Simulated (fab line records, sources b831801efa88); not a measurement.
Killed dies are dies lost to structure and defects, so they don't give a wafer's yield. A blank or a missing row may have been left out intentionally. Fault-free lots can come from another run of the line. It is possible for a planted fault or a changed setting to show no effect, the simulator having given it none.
Which of the tools did it? :: flow sky130 :: 14 lots with 42 wafers sampled at 3 steps, on a route of 708 steps

WHAT THE GAUGES READ, wafer by wafer
SKY_VT_ADJUST_HVTR_OVL_MEAS_08.
lot: L348
measured: day 9 10:13
on: overlay-01
VT_ADJUST_HVTR_OVL (nm): -1.5 1.1 -2.2

lot: L349
measured: day 9 17:25
on: overlay-02
VT_ADJUST_HVTR_OVL (nm): -0.1 -0.3 0.3

lot: L350
measured: day 10 04:08
on: overlay-01
VT_ADJUST_HVTR_OVL (nm): -2.6 -1.8 -1.2

lot: L352
measured: day 10 17:16
on: overlay-02
VT_ADJUST_HVTR_OVL (nm): -1.5 -1.0 -3.0

lot: L354
measured: day 11 07:58
on: overlay-02
VT_ADJUST_HVTR_OVL (nm): 0.6 -0.9 -1.1

lot: L358
measured: day 12 14:05
on: overlay-01
VT_ADJUST_HVTR_OVL (nm): 2.0 2.0 0.9

lot: L359
measured: day 12 17:53
on: overlay-01
VT_ADJUST_HVTR_OVL (nm): 0.7 -1.4 0.8

lot: L365
measured: day 14 15:47
on: overlay-01
VT_ADJUST_HVTR_OVL (nm): 0.3 0.6 2.1

lot: L366
measured: day 15 06:47
on: overlay-01
VT_ADJUST_HVTR_OVL (nm): 3.0 3.1 3.2

lot: L367
measured: day 15 15:50
on: overlay-01
VT_ADJUST_HVTR_OVL (nm): -0.7 0.4 2.2

lot: L368
measured: day 15 17:31
on: overlay-02
VT_ADJUST_HVTR_OVL (nm): 0.4 1.0 -0.2

lot: L369
measured: day 15 23:35
on: overlay-02
VT_ADJUST_HVTR_OVL (nm): 1.0 0.4 1.6

lot: L370
measured: day 16 07:07
on: overlay-01
VT_ADJUST_HVTR_OVL (nm): 2.9 1.0 0.7

lot: L371
measured: day 16 15:14
on: overlay-01
VT_ADJUST_HVTR_OVL (nm): 2.2 3.6 0.8

SKY_LDD_P_TW_MEAS_11.
lot: L348
measured: day 19 05:41
on: film-metro-03
LDD_P_TW: 636 638 640

lot: L349
measured: day 19 16:44
on: film-metro-04
LDD_P_TW: 636 634 633

lot: L350
measured: day 20 03:33
on: film-metro-04
LDD_P_TW: 634 638 637

lot: L352
measured: day 20 14:50
on: film-metro-04
LDD_P_TW: 636 637 637

lot: L354
measured: day 21 11:32
on: film-metro-01
LDD_P_TW: 632 630 628

lot: L358
measured: day 22 18:13
on: film-metro-01
LDD_P_TW: 630 631 631

lot: L359
measured: day 22 23:54
on: film-metro-01
LDD_P_TW: 634 636 636

lot: L365
measured: day 25 02:49
on: film-metro-04
LDD_P_TW: 644 641 637

lot: L366
measured: day 25 22:07
on: film-metro-01
LDD_P_TW: 634 635 633

lot: L367
measured: day 26 07:49
on: film-metro-01
LDD_P_TW: 628 629 630

lot: L368
measured: day 26 08:27
on: film-metro-01
LDD_P_TW: 630 628 628

lot: L369
measured: day 26 15:14
on: film-metro-03
LDD_P_TW: 630 632 634

lot: L370
measured: day 26 23:42
on: film-metro-03
LDD_P_TW: 638 636 635

lot: L371
measured: day 27 07:18
on: film-metro-03
LDD_P_TW: 633 634 632

WHAT TOOL EACH LOT RAN ON (gives the tool, then ch and the chambers of the sampled wafers, and finally the start)
lot: L348
SKY_LDD_N_DEVELOP_06: litho-track-03 ch 0, day 17 21:12

lot: L349
SKY_LDD_N_DEVELOP_06: litho-track-04 ch 0, day 18 08:44

lot: L350
SKY_LDD_N_DEVELOP_06: litho-track-03 ch 0, day 18 20:02

lot: L352
SKY_LDD_N_DEVELOP_06: litho-track-04 ch 0, day 19 06:44

lot: L354
SKY_LDD_N_DEVELOP_06: litho-track-04 ch 0, day 20 03:05

lot: L358
SKY_LDD_N_DEVELOP_06: litho-track-03, day 21 10:00

lot: L359
SKY_LDD_N_DEVELOP_06: litho-track-04, day 21 16:10

lot: L365
SKY_LDD_N_DEVELOP_06: litho-track-01 ch 0, day 23 20:15

lot: L366
SKY_LDD_N_DEVELOP_06: litho-track-03 ch 0, day 24 15:08

lot: L367
SKY_LDD_N_DEVELOP_06: litho-track-04 ch 0, day 25 00:59

lot: L368
SKY_LDD_N_DEVELOP_06: litho-track-03 ch 0, day 25 02:04

lot: L369
SKY_LDD_N_DEVELOP_06: litho-track-01 ch 0, day 25 09:03

lot: L370
SKY_LDD_N_DEVELOP_06: litho-track-01 ch 0, day 25 17:10

lot: L371
SKY_LDD_N_DEVELOP_06: litho-track-01 ch 0, day 26 00:36
- SKY_LDD_N_DEVELOP_06: develop time 60 s.

AS READ BY THE TOOLS THEMSELVES (means over the sampled wafers that have a number; for cases with no such wafer, the mark the record gives instead)
SKY_LDD_N_DEVELOP_06.
lot: L348
tool: litho-track-03
chill-plate-temp-C (C): 23.02

lot: L349
tool: litho-track-04
chill-plate-temp-C (C): 23.08

lot: L350
tool: litho-track-03
chill-plate-temp-C (C): 23.22

lot: L352
tool: litho-track-04
chill-plate-temp-C (C): 22.98

lot: L354
tool: litho-track-04
chill-plate-temp-C (C): 23.03

lot: L358
tool: litho-track-03
chill-plate-temp-C (C): -

lot: L359
tool: litho-track-04
chill-plate-temp-C (C): -

lot: L365
tool: litho-track-01
chill-plate-temp-C (C): 23.03

lot: L366
tool: litho-track-03
chill-plate-temp-C (C): 23.00

lot: L367
tool: litho-track-04
chill-plate-temp-C (C): 22.99

lot: L368
tool: litho-track-03
chill-plate-temp-C (C): 22.93

lot: L369
tool: litho-track-01
chill-plate-temp-C (C): 23.03

lot: L370
tool: litho-track-01
chill-plate-temp-C (C): 23.01

lot: L371
tool: litho-track-01
chill-plate-temp-C (C): 22.86

THE ANSWER, worked out from the rows above alone
Rule: the lots themselves supply what counts as usual. The widest of any qualifying gaps counts: lots, ordered by their means at a reading, are off when they make up no more than a third of the lots, leave a main group of 4 or more, and stand apart from it by 3 or more times the standard deviation of that group's means. Not used: any main group whose means are identical at the precision the tables above print for the reading. A lot without any number at a reading at which 4 lots or more have one is off too. The other lots that the step has rows for count as sound. Order of review: gauges by route order, followed by the tools' own readings, for which a lot's mean as printed above is used. The first step at which some lot is off is used, and at that step the reading that is off furthest; a lot without a number counts as furthest.
Off: L358, L359, at SKY_LDD_N_DEVELOP_06 (chill-plate-temp-C). Without a number there: L358, L359. The main group has a mean of 23.02 C with a standard deviation of 0.082.
A tool fits if, at that step or a process step before it, it ran every lot that is off, and no sound lot after the first of them. Not one of the candidates tried fits.

WHAT THE SIMULATOR PUT IN
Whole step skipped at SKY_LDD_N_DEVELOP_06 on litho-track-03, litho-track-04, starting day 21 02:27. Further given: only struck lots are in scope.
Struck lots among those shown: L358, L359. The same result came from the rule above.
